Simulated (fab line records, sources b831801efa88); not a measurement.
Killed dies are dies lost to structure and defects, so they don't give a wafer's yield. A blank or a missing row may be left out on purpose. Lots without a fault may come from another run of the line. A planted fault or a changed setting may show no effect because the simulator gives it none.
Which tool did it? | flow sky130 | 24 lots, 72 wafers sampled, at 5 steps of a route of 708

WHAT THE GAUGES READ, wafer by wafer
SKY_VIA1_THK_MEAS_01. Usual: VIA1_HDPCVD_THK 1026 nm, standard deviation 8.8.
lot  | measured     | on            | VIA1_HDPCVD_THK (nm) | flag
L074 | day 32 20:56 | film_metro-03 | 1036 1041 1031       |
L075 | day 33 13:46 | film_metro-02 | 1027 1033 1032       |
L076 | day 33 18:29 | film_metro-01 | 1023 1031 1028       |
L077 | day 34 08:38 | film_metro-03 | 1031 1047 1035       |
L078 | day 34 13:39 | film_metro-01 | 1016 1022 1018       |
L079 | day 34 21:38 | film_metro-02 | 1014 1034 1031       |
L080 | day 35 03:50 | film_metro-02 | 1014 1026 1023       |
L082 | day 35 15:35 | film_metro-02 | 1031 1024 1027       |
L081 | day 35 16:32 | film_metro-03 | 1019 1028 1032       |
L083 | day 36 03:29 | film_metro-02 | 1020 1017 1012       |
L084 | day 36 13:38 | film_metro-03 | 1030 1048 1033       |
L085 | day 36 14:13 | film_metro-02 | 1027 1029 1023       |
L086 | day 37 00:54 | film_metro-03 | 1008 1029 1029       |
L087 | day 37 06:48 | film_metro-03 | 1021 1022 1033       |
L088 | day 37 16:34 | film_metro-01 | 1027 1021 1031       |
L089 | day 38 02:16 | film_metro-03 | 1018 1027 1034       |
L090 | day 38 05:26 | film_metro-02 | 1019 1010 1039       |
L091 | day 38 12:44 | film_metro-01 | 1034 1026 1026       |
L092 | day 38 22:09 | film_metro-02 | 1035 1033 1041       |
L093 | day 39 00:13 | film_metro-01 | 1034 1028 1031       |
L094 | day 39 02:59 | film_metro-03 | 1027 1032 1016       |
L095 | day 39 20:50 | film_metro-03 | 1035 1026 1024       |
L096 | day 40 02:59 | film_metro-02 | 1016 1012 1022       |
L097 | day 40 14:35 | film_metro-02 | 1023 1016 1011       |

SKY_VIA2_BOW_MEAS_03. Usual: VIA2_BOW 86 um, standard deviation 7.5.
lot  | measured     | on            | VIA2_BOW (um) | flag
L074 | day 35 05:38 | film_metro-04 | 81 79 77      |
L075 | day 35 22:24 | film_metro-03 | 82 88 87      |
L076 | day 36 02:59 | film_metro-04 | 96 106 81     |
L077 | day 36 17:00 | film_metro-03 | 89 85 87      |
L078 | day 36 22:52 | film_metro-03 | 88 85 83      |
L079 | day 37 04:56 | film_metro-04 | 103 86 93     |
L080 | day 37 11:28 | film_metro-02 | 80 90 84      |
L082 | day 37 22:54 | film_metro-04 | 89 104 89     |
L081 | day 38 00:26 | film_metro-04 | 84 91 83      |
L083 | day 38 11:16 | film_metro-04 | 86 88 74      |
L084 | day 38 20:21 | film_metro-03 | 93 80 83      |
L085 | day 38 21:41 | film_metro-04 | 111 98 85     |
L086 | day 39 07:25 | film_metro-03 | 90 87 90      |
L087 | day 39 13:13 | film_metro-04 | 90 78 85      |
L088 | day 39 22:07 | film_metro-02 | 76 84 90      |
L089 | day 40 08:25 | film_metro-02 | 84 80 94      |
L090 | day 40 10:49 | film_metro-02 | 86 86 90      |
L091 | day 40 18:21 | film_metro-03 | 73 86 87      |
L092 | day 41 02:53 | film_metro-03 | 95 87 85      |
L093 | day 41 04:29 | film_metro-04 | 85 97 86      |
L094 | day 41 07:27 | film_metro-03 | 73 73 79      |
L095 | day 42 00:23 | film_metro-04 | 89 90 91      |
L096 | day 42 07:20 | film_metro-03 | 84 80 85      |
L097 | day 42 18:04 | film_metro-04 | 88 79 74      |

SKY_CAPM_THK_MEAS_04: measures by xrf. Usual: CAPM_TIN_THK 198.6 nm, standard deviation 2.4.
lot  | measured     | on            | CAPM_TIN_THK (nm) | flag
L074 | day 36 09:08 | film_metro-01 | 200.1 201.3 197.2 |
L075 | day 37 03:27 | film_metro-02 | 194.8 196.1 194.2 |
L076 | day 37 07:13 | film_metro-04 | 196.4 197.4 194.4 |
L077 | day 37 20:45 | film_metro-04 | 199.2 202.0 200.5 |
L078 | day 38 02:52 | film_metro-04 | 195.3 196.1 197.6 |
L079 | day 38 08:21 | film_metro-02 | 200.4 199.8 201.4 |
L080 | day 38 15:27 | film_metro-04 | 194.9 196.0 197.8 |
L082 | day 39 02:39 | film_metro-01 | 199.4 199.6 201.1 |
L081 | day 39 04:07 | film_metro-01 | 195.4 196.1 195.3 |
L083 | day 39 14:06 | film_metro-04 | 199.2 198.7 198.0 |
L084 | day 39 23:16 | film_metro-02 | 199.8 198.1 198.8 |
L085 | day 40 00:16 | film_metro-02 | 203.3 202.1 201.6 |
L086 | day 40 10:31 | film_metro-02 | 199.0 198.6 197.7 |
L087 | day 40 16:04 | film_metro-04 | 192.5 195.2 195.3 |
L088 | day 41 00:44 | film_metro-02 | 198.2 198.9 199.4 |
L089 | day 41 10:38 | film_metro-02 | 196.6 194.8 196.6 |
L090 | day 41 13:13 | film_metro-01 | 202.4 201.0 200.8 |
L091 | day 41 21:25 | film_metro-04 | 199.1 197.5 198.3 |
L092 | day 42 04:37 | film_metro-01 | 197.8 199.5 198.2 |
L093 | day 42 07:03 | film_metro-02 | 199.5 200.4 201.0 |
L094 | day 42 08:53 | film_metro-01 | 200.1 199.9 199.7 |
L095 | day 43 01:55 | film_metro-01 | 201.3 202.4 201.4 |
L096 | day 43 08:14 | film_metro-02 | 197.5 197.6 198.3 |
L097 | day 43 19:30 | film_metro-01 | 201.2 202.6 198.7 |

SKY_VIA3_BOW_MEAS_03. Usual: VIA3_BOW 80 um, standard deviation 7.2.
lot  | measured     | on            | VIA3_BOW (um) | flag
L074 | day 38 14:43 | film_metro-02 | 73 70 69      |
L075 | day 39 07:48 | film_metro-02 | 74 78 78      |
L076 | day 39 11:55 | film_metro-03 | 85 95 70      |
L077 | day 40 00:53 | film_metro-02 | 86 81 85      |
L078 | day 40 07:37 | film_metro-02 | 84 82 78      |
L079 | day 40 12:05 | film_metro-02 | 98 79 85      |
L080 | day 40 19:57 | film_metro-01 | 74 85 79      |
L082 | day 41 05:27 | film_metro-03 | 83 95 81      |
L081 | day 41 07:27 | film_metro-02 | 75 80 74      |
L083 | day 41 17:21 | film_metro-03 | 80 83 68      |
L084 | day 42 01:50 | film_metro-01 | 86 73 74      |
L085 | day 42 02:47 | film_metro-03 | 103 91 79     |
L086 | day 42 12:47 | film_metro-01 | 89 85 86      |
L087 | day 42 17:47 | film_metro-03 | 82 71 77      |
L088 | day 43 03:00 | film_metro-02 | 67 74 81      |
L089 | day 43 12:18 | film_metro-02 | 82 78 93      |
L090 | day 43 14:13 | film_metro-01 | 80 81 83      |
L091 | day 43 22:12 | film_metro-01 | 65 78 78      |
L092 | day 44 04:42 | film_metro-03 | 91 81 77      |
L093 | day 44 06:47 | film_metro-02 | 82 95 82      |
L094 | day 44 08:29 | film_metro-03 | 74 72 79      |
L095 | day 44 23:38 | film_metro-02 | 79 78 79      |
L096 | day 45 07:22 | film_metro-03 | 79 74 79      |
L097 | day 45 17:34 | film_metro-03 | 83 73 69      |

WHICH TOOL RAN EACH LOT (tool, then ch and the chambers of the sampled wafers, then the start)
lot  | SKY_VIA1_SPUTTER_20
L074 | pvd_sputter-03, day 34 00:46
L075 | pvd_sputter-01, day 34 17:14
L076 | pvd_sputter-01, day 34 21:56
L077 | pvd_sputter-03, day 35 12:49
L078 | pvd_sputter-03, day 35 17:24
L079 | pvd_sputter-02, day 36 00:46
L080 | pvd_sputter-01, day 36 07:22
L082 | pvd_sputter-01, day 36 19:14
L081 | pvd_sputter-02, day 36 20:11
L083 | pvd_sputter-03, day 37 06:45
L084 | pvd_sputter-01, day 37 16:30
L085 | pvd_sputter-03, day 37 17:41
L086 | pvd_sputter-01, day 38 04:20
L087 | pvd_sputter-03, day 38 10:07
L088 | pvd_sputter-01, day 38 19:22
L089 | pvd_sputter-03, day 39 04:56
L090 | pvd_sputter-03, day 39 07:27
L091 | pvd_sputter-03, day 39 14:48
L092 | pvd_sputter-01, day 40 00:19
L093 | pvd_sputter-02, day 40 02:25
L094 | pvd_sputter-03, day 40 05:12
L095 | pvd_sputter-03, day 40 21:55
L096 | pvd_sputter-03, day 41 04:05
L097 | pvd_sputter-02, day 41 15:48
- SKY_VIA1_SPUTTER_20: material TiN, target thk 20 nm, time 80 s.

WHAT THE TOOLS THEMSELVES READ (means of the sampled wafers that have a number; where no wafer has one, the mark that the record gives instead)
SKY_VIA1_SPUTTER_20. Usual: throttle_valve_pct 29.9 %, standard deviation 0.86.
lot  | tool           | throttle_valve_pct (%) | flag
L074 | pvd_sputter-03 | 29.5                   |
L075 | pvd_sputter-01 | 30.0                   |
L076 | pvd_sputter-01 | 29.0                   |
L077 | pvd_sputter-03 | 30.1                   |
L078 | pvd_sputter-03 | 29.6                   |
L079 | pvd_sputter-02 | 30.6                   |
L080 | pvd_sputter-01 | 28.6                   |
L082 | pvd_sputter-01 | 29.3                   |
L081 | pvd_sputter-02 | 31.0                   |
L083 | pvd_sputter-03 | 30.1                   |
L084 | pvd_sputter-01 | 29.6                   |
L085 | pvd_sputter-03 | 30.0                   |
L086 | pvd_sputter-01 | 29.6                   |
L087 | pvd_sputter-03 | 29.7                   |
L088 | pvd_sputter-01 | 29.7                   |
L089 | pvd_sputter-03 | 29.7                   |
L090 | pvd_sputter-03 | 29.7                   |
L091 | pvd_sputter-03 | 29.8                   |
L092 | pvd_sputter-01 | 30.5                   |
L093 | pvd_sputter-02 | 30.5                   |
L094 | pvd_sputter-03 | 29.3                   |
L095 | pvd_sputter-03 | 29.9                   |
L096 | pvd_sputter-03 | 30.1                   |
L097 | pvd_sputter-02 | 30.5                   |

THE ANSWER, worked out from the rows above alone
Rule: a lot is off if the mean of its wafers that have a number lies more than 3 standard deviations from the usual mean. A lot without any number at a reading at which 4 lots or more have one is off too. The other lots that the step has rows for count as sound. The gauges are gone through in route order, then the tools' own readings, and for those a lot's mean is taken as printed above. The first step at which some lot is off is used, and at that step the reading that is off furthest; a lot without a number counts as furthest.
No lot is off at any reading shown: from this, nothing can be told.

WHAT THE SIMULATOR HAD PUT IN
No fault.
